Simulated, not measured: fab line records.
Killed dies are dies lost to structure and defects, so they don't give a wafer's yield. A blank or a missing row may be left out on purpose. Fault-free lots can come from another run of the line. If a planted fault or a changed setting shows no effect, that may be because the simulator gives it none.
Matching of chambers -- flow sky130 -- 4 sister chambers for SKY_VIA4_CMP_21 on cmp-02
The step polishes, stops on SiO2, t overpolish 25 s, target thk 0 nm. 14 wafers are shown with their chamber, then 7 later ones without.

== WAFERS, EACH WITH ITS CHAMBER ==
wafer,chamber,motorCurrentA (A),timeToEndpointS (s),overpolishRunS (s)
L929.1,2,10.7,124,25.000
L929.3,3,10.1,126,25.005
L929.4,0,13.2,118,25.002
L933.1,0,12.4,123,24.993
L933.2,3,10.5,131,25.012
L933.4,2,10.9,127,25.016
L931.1,1,11.2,132,25.002
L931.2,3,10.1,132,24.991
L931.6,0,13.1,123,24.987
L932.3,1,10.8,132,24.991
L932.4,3,10.6,136,24.995
L932.5,2,10.8,129,25.009
L941.1,3,10.6,130,25.019
L941.3,1,11.3,123,25.004

SIGNATURES (means of the wafers above)
reading,chamber 0,chamber 1,chamber 2,chamber 3,scatter within a chamber
motorCurrentA,12.900,11.100,10.800,10.380,0.284
timeToEndpointS,121.33,129.00,126.67,131.00,3.68
overpolishRunS,24.99400,24.99900,25.00833,25.00440,0.00938
Rule: a wafer lies at a distance from a chamber equal to the root of the sum of squares, over the readings, of (its reading less the chamber's mean, divided by the reading's scatter). The wafer belongs to the nearest chamber; if the next one is less than 2 further off, it can't be placed. The scatter is the square root of a quotient: the sum, over the shown wafers, of each reading's squared deviation from its chamber's mean, divided by wafers minus chambers.

== WAFERS WHOSE CHAMBER IS MISSING ==
wafer,motorCurrentA (A),timeToEndpointS (s),overpolishRunS (s)
L941.6,11.1,126,24.999
L942.1,10.6,127,24.990
L942.3,12.8,126,25.004
L942.6,11.6,127,25.008
L950.1,9.8,128,25.018
L950.3,11.6,125,24.990
L950.6,10.6,125,24.992

== WHICH CHAMBER EACH ONE RAN IN ==
wafer,from the rows above,in truth
L941.6,can't be placed: 1 or 2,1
L942.1,can't be placed: 3 or 1 or 2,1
L942.3,0,0
L942.6,can't be placed: 1 or 2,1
L950.1,can't be placed: 3 or 2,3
L950.3,can't be placed: 1 or 2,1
L950.6,can't be placed: 2 or 1 or 3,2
1 of 7 placed correctly. Cannot be placed on the basis of these rows: 6; the candidates contain the true chamber in 6. Placed wrongly: 0.
